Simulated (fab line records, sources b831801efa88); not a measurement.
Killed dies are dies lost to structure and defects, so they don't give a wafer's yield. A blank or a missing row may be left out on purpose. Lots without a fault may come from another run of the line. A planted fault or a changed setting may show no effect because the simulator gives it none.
Split-lot experiment | flow sky130 | 5 lots, 23 wafers read, on a route of 708 steps

THE SPLIT
At SKY_LI_CONTACT_COAT_06 (resist thk 60 nm), the setting resist_thk_nm was moved away from the recipe's 60 nm on 9 of the 23 wafers read, by -4.6% to +5.5%. The other wafers ran this setting at the recipe's value.

FROM THE SPLIT TO THE READING: what the file shows between them, 1 step
- SKY_LI_CONTACT_DEVELOP_11: develop time 60 s (also split here: dev_temp_c)

THE READING
oes_product_au, in a.u., at SKY_LI_CONTACT_ETCH_14 (etches BARC in N2/H2, stops on SiO2, time 45.9 s, target depth 60 nm). Fault-free wafers of this fab line usually give 0.856 a.u., standard deviation 0.0049 a.u..

wafer  | tool, chamber at the split | resist_thk_nm as run, nm | against the recipe | oes_product_au, a.u. | against lot-mates on the recipe
L074.1 | litho_track-02, 0          | 60                       | recipe             | 0.870                | -
L074.2 | litho_track-02, 0          | 60                       | recipe             | 0.855                | -
L074.3 | litho_track-02, 0          | 60                       | recipe             | 0.851                | -
L074.5 | litho_track-02, 0          | 60                       | recipe             | 0.859                | -
L074.6 | litho_track-02, 0          | 60                       | recipe             | 0.862                | -
L079.2 | litho_track-03, 0          | 60                       | recipe             | 0.857                | -
L079.4 | litho_track-03, 0          | 60                       | recipe             | 0.855                | -
L079.5 | litho_track-03, 0          | 60                       | recipe             | 0.855                | -
L082.1 | litho_track-04, 0          | 61.64                    | +2.7%              | 0.873                | +0.018
L082.2 | litho_track-04, 0          | 61.64                    | +2.7%              | 0.872                | +0.017
L082.3 | litho_track-04, 0          | 61.64                    | +2.7%              | 0.865                | +0.010
L082.4 | litho_track-04, 0          | 60                       | recipe             | 0.848                | -
L082.6 | litho_track-04, 0          | 60                       | recipe             | 0.862                | -
L081.1 | litho_track-02, 0          | 63.31                    | +5.5%              | 0.886                | +0.029
L081.2 | litho_track-02, 0          | 63.31                    | +5.5%              | 0.878                | +0.021
L081.3 | litho_track-02, 0          | 60                       | recipe             | 0.856                | -
L081.4 | litho_track-02, 0          | 63.31                    | +5.5%              | 0.888                | +0.031
L081.6 | litho_track-02, 0          | 60                       | recipe             | 0.859                | -
L084.1 | litho_track-03, 0          | 57.26                    | -4.6%              | 0.833                | -0.024
L084.2 | litho_track-03, 0          | 60                       | recipe             | 0.862                | -
L084.3 | litho_track-03, 0          | 57.26                    | -4.6%              | 0.839                | -0.018
L084.4 | litho_track-03, 0          | 57.26                    | -4.6%              | 0.826                | -0.031
L084.6 | litho_track-03, 0          | 60                       | recipe             | 0.853                | -

THE FIT
A straight line over all 23 wafers: oes_product_au changes by +0.00504 a.u. for each +1% of resist_thk_nm; r = +0.94; the points scatter about the line by 0.0053 a.u..
The same after taking each lot's own level away (the mean of its wafers on the recipe; 23 wafers): +0.00513 a.u. for each +1%; r = +0.94; scatter 0.0051 a.u..
On that fit, the largest move of resist_thk_nm shifts the reading by 0.028 a.u..
The lots' own levels span 0.8550 to 0.8594 a.u., that is 0.9 times the standard deviation above.
So the lot-to-lot level changes the slope little: the two slopes agree.
Check: with one of the wafers moved furthest among these (+5.5%) left out of the fit, the line predicts +0.0279 a.u. for it against its lot-mates. It came out at +0.0285 a.u. against them.

OTHER SPLITS ON THESE WAFERS
These wafers also went through other splits before the reading. Each is held against what the fit with the lots' levels taken away leaves over:
other split on the same wafers       | wafers away from the commonest value | r with oes_product_au (lot level and that fit taken away)
SKY_LDD_P_DEVELOP_06 develop_time_s  | 10                                   | -0.24
SKY_LDD_HVN_IMPLANT_08 energy_kev    | 7                                    | -0.12
SKY_LDD_HVP_IMPLANT_08 energy_kev    | 8                                    | -0.12
SKY_LDD_LDN_IMPLANT_09 energy_kev    | 11                                   | -0.28
SKY_LDD_LDN_IMPLANT_10 energy_kev    | 8                                    | -0.12
SKY_POLY_CUT_EXPOSE_05 dose_mj       | 7                                    | -0.56
SKY_SD_P_DEVELOP_06 dev_temp_c       | 9                                    | -0.33
SKY_SD_N_SOFTBAKE_03 temp_c          | 7                                    | +0.09
SKY_SD_N_IMPLANT_10 energy_kev       | 5                                    | -0.11
SKY_LI_CONTACT_DEVELOP_11 dev_temp_c | 6                                    | +0.13

THE FILE'S OWN FIT
oes_product_au changes by +0.00518 a.u. for each +1% of resist_thk_nm, r = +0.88.
